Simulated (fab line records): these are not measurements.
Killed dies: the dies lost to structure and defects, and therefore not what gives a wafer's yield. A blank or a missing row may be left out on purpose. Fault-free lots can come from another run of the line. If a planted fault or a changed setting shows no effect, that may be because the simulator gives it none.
fab line records | flow sky130
record: lots: 13 wafers: 39 lastDay: 50
route steps=708 shown NWELL@34 VT_ADJUST_HVTP@92 VT_ADJUST_NCORE@129 PAD_OPEN@708
lots that met no fault: taken from a fault-free run of the same line
startH: hours from the record's opening day to when the first of the lot's shown wafers began | waitH: time in hours since the lot's previous step | " same as the row above | L1.1+2: a row that stands for several wafers | - value missing, or start not given | * or withheld: withheld | < > ~ a bound
route shown NAME@n: names a module that has steps shown in the file, with the first one's number in the route | usual: mean/standard deviation taken from wafers without a fault | same: alike in all rows | chamber/n: place in a boat | sites: the reading at each site | _std_site: how widely they spread, as a standard deviation | _edge_site: inner sites' mean taken away from outer sites' mean | radiusMm: how far each site lies from the wafer's centre | mask NAME#n: copy n | behind: the tool/chamber that last shaped the wafer | hold: the reason the lot was held/the length of the hold in hours/how it ended | device: transistor that didn't switch, given as n, p or np | end of line: the tests these same wafers got at the end of their route | for a step that has no rows: nothing shown but its recipe | killed: not the wafer's yield, but the dies lost to structure and defects at the first sort | map: a wafer's dies, x killed, . not, _ none there
set.NAME: the setting that was run; set.NAME@STEP: the one run at that earlier step | model.NAME: the simulator's own value behind a step, which no gauge read
a sample of lots followed through the steps of the route, with each step as a table and each wafer as a row
services: the hour from which a tool's chamber was out of use, counted from the record's first day as startH (under 0 if before that day), plus the number of hours and why
== steps ==
step: SKY_NWELL_THK_MEAS_02
recipe: reads: SiO2_of_NWELL_OXIDATION_01
usual: NWELL_OXIDATION_THK: 10.00/0.17
columns lot.wafer tool chamber startH waitH NWELL_OXIDATION_THK[nm]
L978.4 filmMetro-04 - 34.30 0.0 10.06
L978.5 " - " " 10.18
L978.6 " - " " 10.09
L980.1 filmMetro-03 - 47.48 0.0 9.87
L980.5 " - " " 9.97
L980.6 " - " " 10.03
L982.1 filmMetro-03 - 58.53 0.0 9.86
L982.3 " - " " 9.90
L982.5 " - " " 10.07
L985.2 filmMetro-03 - 73.59 0.0 9.92
L985.4 " - " " 10.02
L985.6 " - " " 10.10
L986.1 filmMetro-03 - 80.79 0.0 10.17
L986.5 " - " " 10.38
L986.6 " - " " 10.17
L988.2 filmMetro-04 - 89.10 0.0 9.94
L988.4 " - " " 9.89
L988.5 " - " " 9.84
L989.1 filmMetro-03 - 97.23 0.0 9.90
L989.3 " - " " 9.70
L989.6 " - " " 9.59
L990.2 filmMetro-04 - 101.40 0.0 10.02
L990.3 " - " " 10.08
L990.6 " - " " 9.94
L993.3 filmMetro-04 - 115.92 0.0 9.87
L993.4 " - " " 9.60
L993.5 " - " " 9.67
L998.3 filmMetro-02 - 142.62 0.0 10.09
L998.4 " - " " 10.00
L998.5 " - " " 9.92
L999.1 filmMetro-04 - 146.04 0.0 10.18
L999.2 " - " " 10.04
L999.4 " - " " 10.12
L100.4 filmMetro-04 - 150.37 0.0 10.06
L100.5 " - " " 9.98
L100.6 " - " " 10.07
L101.2 filmMetro-02 - 156.83 0.0 10.06
L101.3 " - " " 10.06
L101.5 " - " " 10.16
step: SKY_NWELL_EXPOSE_20
recipe: maskId: NWM_COMPLEMENT na: 0.6 sourceShape: conventional sigmaOuter: 0.6 polarization: unpolarized targetCdNm: 840 doseMj: 260
columns lot.wafer tool chamber startH waitH mask
L978.4+5+6 ilineStepper-02 0 92.14 - NWM_COMPLEMENT#0
L980.1+5+6 ilineStepper-01 0 105.22 - NWM_COMPLEMENT#0
L982.1+3+5 ilineStepper-02 0 118.99 - NWM_COMPLEMENT#0
L985.2+4+6 ilineStepper-02 0 135.59 - NWM_COMPLEMENT#0
L986.1+5+6 ilineStepper-01 0 143.96 - NWM_COMPLEMENT#0
L988.2+4+5 ilineStepper-02 0 153.63 - NWM_COMPLEMENT#0
L989.1+3+6 ilineStepper-02 0 163.22 - NWM_COMPLEMENT#0
L990.2+3+6 ilineStepper-02 0 168.09 - NWM_COMPLEMENT_R1#0
L993.3+4+5 ilineStepper-01 0 184.08 - NWM_COMPLEMENT#0
L998.3+4+5 ilineStepper-01 0 214.75 - NWM_COMPLEMENT#0
L999.1+2+4 ilineStepper-02 0 218.71 - NWM_COMPLEMENT#0
L100.4+5+6 ilineStepper-01 0 223.47 - NWM_COMPLEMENT#0
L101.2+3+5 ilineStepper-01 0 230.95 - NWM_COMPLEMENT#0
step: SKY_VT_ADJUST_HVTP_CD_MEAS_07
recipe: targetCdNm: 380
usual: cdNm: 379.4/2.6
columns lot.wafer tool chamber startH waitH cdNm
L978.4 cdSem-01 - 118.97 0.1 378.1
L978.5 " - " " 377.6
L978.6 " - " " 380.7
L980.1 cdSem-02 - 132.14 0.1 377.7
L980.5 " - " " 378.5
L980.6 " - " " 379.3
L982.1 cdSem-02 - 146.94 0.1 377.8
L982.3 " - " " 377.0
L982.5 " - " " 377.9
L985.2 cdSem-02 - 165.13 0.1 377.7
L985.4 " - " " 377.6
L985.6 " - " " 379.5
L986.1 cdSem-01 - 174.34 0.1 381.9
L986.5 " - " " 382.6
L986.6 " - " " 380.2
L988.2 cdSem-02 - 183.91 0.1 376.8
L988.4 " - " " 378.0
L988.5 " - " " 378.4
L989.1 cdSem-02 - 193.79 0.1 382.8
L989.3 " - " " 383.9
L989.6 " - " " 378.1
L990.2 cdSem-02 - 199.78 0.1 377.9
L990.3 " - " " 376.5
L990.6 " - " " 376.1
L993.3 cdSem-01 - 216.33 0.1 375.7
L993.4 " - " " 376.8
L993.5 " - " " 376.8
L998.3 cdSem-02 - 248.23 0.1 380.5
L998.4 " - " " 379.5
L998.5 " - " " 383.0
L999.1 cdSem-01 - 252.71 0.1 379.5
L999.2 " - " " 379.3
L999.4 " - " " 377.6
L100.4 cdSem-01 - 258.70 0.1 378.8
L100.5 " - " " 380.9
L100.6 " - " " 380.7
L101.2 cdSem-01 - 266.31 0.1 382.5
L101.3 " - " " 381.8
L101.5 " - " " 379.0
step: SKY_VT_ADJUST_NCORE_STRIP_10
recipe: chemistry: O2/N2 powerW: 1400 pressureMtorr: 1500 platenTempC: withheld o2FlowSccm: 3000 n2FlowSccm: 300 overashFraction: 0.5
usual: drypumpMotorCurrentA: 5.9/0.33 n2FlowSccm: 300.0/0.87 oesProductAu: 0.715/0.0052 stripTimeToEndpointS: 14.20/0.04
columns lot.wafer tool chamber startH waitH drypumpMotorCurrentA n2FlowSccm oesProductAu rfHoursCounterH stripTimeToEndpointS
L978.4 plasmaAsher-03 0 178.10 0.1 5.5 299.3 0.721 - 14.17
L978.5 " 1 " " 5.9 299.4 0.715 - 14.15
L978.6 " 0 " " 5.5 299.3 0.716 - 14.14
L980.1 plasmaAsher-02 1 191.17 0.1 6.0 300.7 0.709 47 14.12
L980.5 " 0 " " 5.6 300.3 0.709 - 14.10
L980.6 " 1 " " 6.0 300.5 0.721 - 14.15
L982.1 plasmaAsher-03 1 209.64 0.1 5.9 299.0 0.714 41 14.18
L982.3 " 1 " " 5.9 300.6 0.720 - 14.17
L982.5 " 1 " " 5.9 300.5 0.714 - 14.15
L985.2 plasmaAsher-03 0 228.47 0.1 5.5 300.5 0.710 43 14.20
L985.4 " 0 " " 5.5 299.1 0.711 - 14.20
L985.6 " 1 " " 5.9 298.5 0.715 - 14.19
L986.1 plasmaAsher-02 1 239.09 0.1 6.0 298.6 0.716 52 14.24
L986.5 " 0 " " 5.6 299.4 0.719 - 14.20
L986.6 " 1 " " 6.0 300.7 0.713 - 14.19
L988.2 plasmaAsher-01 1 249.52 0.1 6.5 301.1 0.717 14 14.21
L988.4 " 1 " " 6.5 300.4 0.710 - 14.22
L988.5 " 1 " " 6.5 300.6 0.713 - 14.18
L989.1 plasmaAsher-01 1 260.62 0.1 6.5 300.3 0.709 15 14.23
L989.3 " 1 " " 6.5 300.6 0.721 - 14.25
L989.6 " 1 " " 6.5 300.7 0.710 - 14.28
L990.2 plasmaAsher-03 1 268.92 0.1 5.9 299.9 0.709 47 14.22
L990.3 " 1 " " 5.9 299.6 0.708 - 14.18
L990.6 " 0 " " 5.5 300.6 0.705 - 14.17
L993.3 plasmaAsher-01 0 286.66 0.1 6.2 300.8 0.716 - 14.18
L993.4 " 1 " " 6.5 300.3 0.716 - 14.21
L993.5 " 1 " " 6.5 300.0 0.725 - 14.14
L998.3 plasmaAsher-03 0 323.05 0.1 5.5 299.7 0.719 - 14.20
L998.4 " 1 " " 5.9 298.7 0.723 - 14.21
L998.5 " 0 " " 5.5 298.8 0.713 - 14.20
L999.1 plasmaAsher-03 1 326.02 0.1 5.9 299.6 0.707 53 14.25
L999.2 " 0 " " 5.5 300.0 0.711 53 14.30
L999.4 " 0 " " 5.5 300.2 0.711 - 14.28
L100.4 plasmaAsher-03 1 333.05 0.1 5.9 299.7 0.707 - 14.17
L100.5 " 1 " " 5.9 300.1 0.710 - 14.18
L100.6 " 0 " " 5.5 300.5 0.712 - 14.19
L101.2 plasmaAsher-03 0 342.02 0.1 5.5 299.6 0.709 54 14.22
L101.3 " 0 " " 5.5 299.2 0.712 - 14.19
L101.5 " 0 " " 5.5 300.3 0.718 - 14.22
step: SKY_PAD_OPEN_PROBE_99
usual: killed_at_M0_to_M3: 42/6.6 killed_at_M4_up: 3.1/1.9 killedAtContacts: 25/5.7 killedAtFrontEnd: 16/5 killedAtOther: 0.2/0.38 killedDies: 86/9.6 killedOpen: 47/7.2 killedShort: 39/6.2
same: grossDies: 492 killedAtBackSide: 0
columns lot.wafer tool chamber startH waitH killed_at_M0_to_M3 killed_at_M4_up killedAtContacts killedAtFrontEnd killedAtOther killedDies killedOpen killedShort
L989.1 prober-02 - 1147.68 0.1 34 2 30 19 0 85 46 39
L989.3 prober-02 - 1147.78 0.2 38 4 27 19 1 89 54 35
L989.6 prober-02 - 1147.93 0.2 44 8 29 13 1 95 54 41
L990.2 prober-01 - 1149.18 0.1 43 6 25 14 1 89 49 40
L990.3 prober-01 - 1149.23 0.2 48 0 15 18 1 82 37 45
L990.6 prober-01 - 1149.38 0.2 47 4 21 19 0 91 43 48
L993.3 prober-02 - 1166.64 0.2 45 3 34 16 0 98 52 46
L993.4 prober-02 - 1166.69 0.2 39 2 31 16 0 88 50 38
L993.5 prober-02 - 1166.74 0.2 52 5 27 13 1 98 61 37
killed by level:class
L989.1 CONTACT:geometricParticle:open=11 FIELD_ISO:geometricParticle:open=7 LI_CONTACT:geometricParticle:open=7 VIA3:geometricParticle:open=7 FIELD_ISO:geometricParticle:short=6 VIA1:geometricParticle:short=6 LOCAL_INTERCONNECT:geometricParticle:short=5 CONTACT:geometricParticle:short=5
L989.3 VIA1:geometricParticle:open=12 LI_CONTACT:geometricParticle:open=10 FIELD_ISO:geometricParticle:open=9 CONTACT:geometricParticle:open=9 VIA2:geometricParticle:open=6 FIELD_ISO:geometricParticle:short=4 CONTACT:geometricParticle:short=4 METAL1:geometricParticle:short=4
L989.6 LI_CONTACT:geometricParticle:open=10 VIA1:geometricParticle:open=9 CONTACT:geometricParticle:open=8 FIELD_ISO:geometricParticle:open=6 VIA1:geometricParticle:short=6 METAL4:geometricParticle:short=6 METAL2:geometricParticle:short=5 VIA2:geometricParticle:open=5
L990.2 LI_CONTACT:geometricParticle:open=12 VIA1:geometricParticle:open=10 METAL2:geometricParticle:short=8 CONTACT:geometricParticle:open=6 METAL1:geometricParticle:short=6 POLY_GATE:geometricParticle:open=5 LOCAL_INTERCONNECT:geometricParticle:short=5 VIA3:geometricParticle:open=5
L990.3 METAL1:geometricParticle:short=11 VIA1:geometricParticle:open=10 FIELD_ISO:geometricParticle:short=7 METAL2:geometricParticle:short=7 CONTACT:geometricParticle:short=6 VIA3:geometricParticle:open=6 FIELD_ISO:geometricParticle:open=4 LI_CONTACT:geometricParticle:open=4
L990.6 VIA1:geometricParticle:open=10 METAL1:geometricParticle:short=8 LI_CONTACT:geometricParticle:open=6 VIA2:geometricParticle:open=6 FIELD_ISO:geometricParticle:short=5 POLY_GATE:geometricParticle:short=5 CONTACT:geometricParticle:open=5 CONTACT:geometricParticle:short=5
L993.3 LI_CONTACT:geometricParticle:open=11 CONTACT:geometricParticle:short=9 CONTACT:geometricParticle:open=8 VIA1:geometricParticle:open=8 VIA3:geometricParticle:open=7 METAL1:geometricParticle:short=6 POLY_GATE:geometricParticle:open=5 VIA1:geometricParticle:short=5
L993.4 CONTACT:geometricParticle:open=12 LI_CONTACT:geometricParticle:open=10 VIA2:geometricParticle:open=8 METAL1:geometricParticle:short=7 POLY_GATE:geometricParticle:short=5 METAL2:geometricParticle:short=5 FIELD_ISO:geometricParticle:short=4 LOCAL_INTERCONNECT:geometricParticle:short=4
L993.5 VIA1:geometricParticle:open=13 CONTACT:geometricParticle:open=12 VIA2:geometricParticle:open=10 LI_CONTACT:geometricParticle:open=7 METAL2:geometricParticle:short=6 POLY_GATE:geometricParticle:open=5 LOCAL_INTERCONNECT:geometricParticle:short=5 METAL1:geometricParticle:short=4
== services ==
columns tool chamber startH hours kind
ilineStepper-02 - 88.57 1.7 pm
plasmaAsher-01 - 108.75 9.0 pm
plasmaAsher-01 0 108.75 9.0 ventCycle
plasmaAsher-01 1 108.75 9.0 ventCycle
plasmaAsher-01 0 117.75 - clean
plasmaAsher-01 1 117.75 - clean
plasmaAsher-02 - 118.22 33.8 repair
plasmaAsher-01 - 175.24 3.8 repair
plasmaAsher-03 - 194.18 3.4 repair
ilineStepper-01 - 260.04 6.1 repair
ilineStepper-01 - 274.63 1.7 pm
plasmaAsher-02 - 276.26 2.8 pm
ilineStepper-02 - 306.75 1.7 pm
== key ==
firstSign: step: SKY_NWELL_EXPOSE_20 reading: mask direction: changed
effect none on later readings
metAt SKY_NWELL_EXPOSE_20
struckLots L990
testerLeftOut L990
notActingAt SKY_NWELL_THK_MEAS_02,SKY_VT_ADJUST_HVTP_CD_MEAS_07,SKY_VT_ADJUST_NCORE_STRIP_10
onsetBetween 163.22 168.09
fault: kind: wrongMask tool: any chamber: - onsetH: 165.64 steps: SKY_NWELL_EXPOSE_20 auxCopy: NWM_COMPLEMENT_R1#0 cdOffsetNm: -101 scope: struckLotsOnly
testerLeftOut: of these lots the tester's yield and bins aren't shown, on N5 and GAA mostly nor the transistor test; their killed dies are dies lost to structure and defects alone, not to doping, threshold or leakage, so they don't give the yield
